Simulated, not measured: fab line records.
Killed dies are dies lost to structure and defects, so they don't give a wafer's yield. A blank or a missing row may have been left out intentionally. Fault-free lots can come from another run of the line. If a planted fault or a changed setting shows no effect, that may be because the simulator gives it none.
Comparing a struck lot with a sound one ; flow sky130 ; 15 out of 708 route steps
Sound: the wafers L307.1, L307.5, L307.6. Wafers struck: L312.2, L312.3, L312.6. At the end, the cause is stated.
Per side, at each step with rows, come the tool, then ch with its chambers, and then its first start. Under that, the readings that differ: sound wafers ; struck wafers ; difference of the means ; sigmas: that difference in standard deviations of wafers without a fault.
alike: a reading whose means differ by less than 2 such deviations, as well as words and numbers matching on both sides. not compared: withheld readings; readings where some wafer has no value; bounds like >300 that might hide an equal value; numbers whose values overlap and for which the record gives no deviation.
The two part at a step that has a row with sigmas, a row that says differs or no value, or rows on one side only. When numbers do not overlap yet have no deviation, they are printed without sigmas and do not part them. A reading missing from all wafers of one side parts the sides only when that side holds two or more wafers.

first, 1 step without rows for these wafers: SKY_LDD_N_IMPLANT_15.
SKY_LDD_N_STRIP_16: strips in O2/N2.
  sound on plasma_asher-02 ch 0,1, day 19 22:40; struck on plasma_asher-02 ch 0,1, day 21 07:40
  alike: drypump_motor_current_A, oes_product_au, strip_time_to_endpoint_s
  not compared: rf_hours_counter_h
SKY_LDD_N_TW_MEAS_17:
  sound on film_metro-03, day 19 22:46; struck on film_metro-03, day 21 07:47
  alike: LDD_N_TW
then, 7 steps without rows for these wafers: SKY_LDD_P_DEHYDRATE_00 (time 60 s); SKY_LDD_P_HMDS_01 (prime time 60 s); SKY_LDD_P_COAT_02 (resist thk 1140 nm); SKY_LDD_P_SOFTBAKE_03 (time 60 s); SKY_LDD_P_EXPOSE_04 (exposes mask PSDM, target cd 380 nm); SKY_LDD_P_PEB_05; SKY_LDD_P_DEVELOP_06 (develop time 60 s).
SKY_LDD_P_CD_MEAS_07 targets a cd of 380 nm.
  sound on cd_sem-02, day 21 05:11; struck on cd_sem-02, day 22 14:19
  alike: cd_nm
SKY_LDD_P_OVL_MEAS_08:
  sound on overlay-02, day 21 05:19; struck on overlay-02, day 22 14:25
  alike: LDD_P_OVL
SKY_LDD_P_IMPLANT_09:
  struck on implanter-04, day 22 14:28; sound on implanter-02 ch 0, day 21 05:21
  no value came back on the struck wafers for beam_energy_keV, beam_on_s (s), end_station_pressure_torr (Torr); on the sound wafers beam_energy_keV reads 25.012 25.019 25.009
SKY_LDD_P_STRIP_10: strips in O2/N2.
  sound on plasma_asher-01 ch 0,1, day 21 05:30; struck on plasma_asher-02 ch 0,1, day 22 14:36
  alike: drypump_motor_current_A, oes_product_au, strip_time_to_endpoint_s
  not compared: rf_hours_counter_h
SKY_LDD_P_TW_MEAS_11:
  sound on film_metro-01, day 21 05:36; struck on film_metro-03, day 22 14:43
reading;sound;struck;difference;sigmas
LDD_P_TW;647 651 649;30 30 30;-619;-69

== WHERE THEY PART ==
Last at SKY_LDD_P_TW_MEAS_11 as far as this record goes, first at SKY_LDD_P_IMPLANT_09.

WHY: what had been put in by the simulator
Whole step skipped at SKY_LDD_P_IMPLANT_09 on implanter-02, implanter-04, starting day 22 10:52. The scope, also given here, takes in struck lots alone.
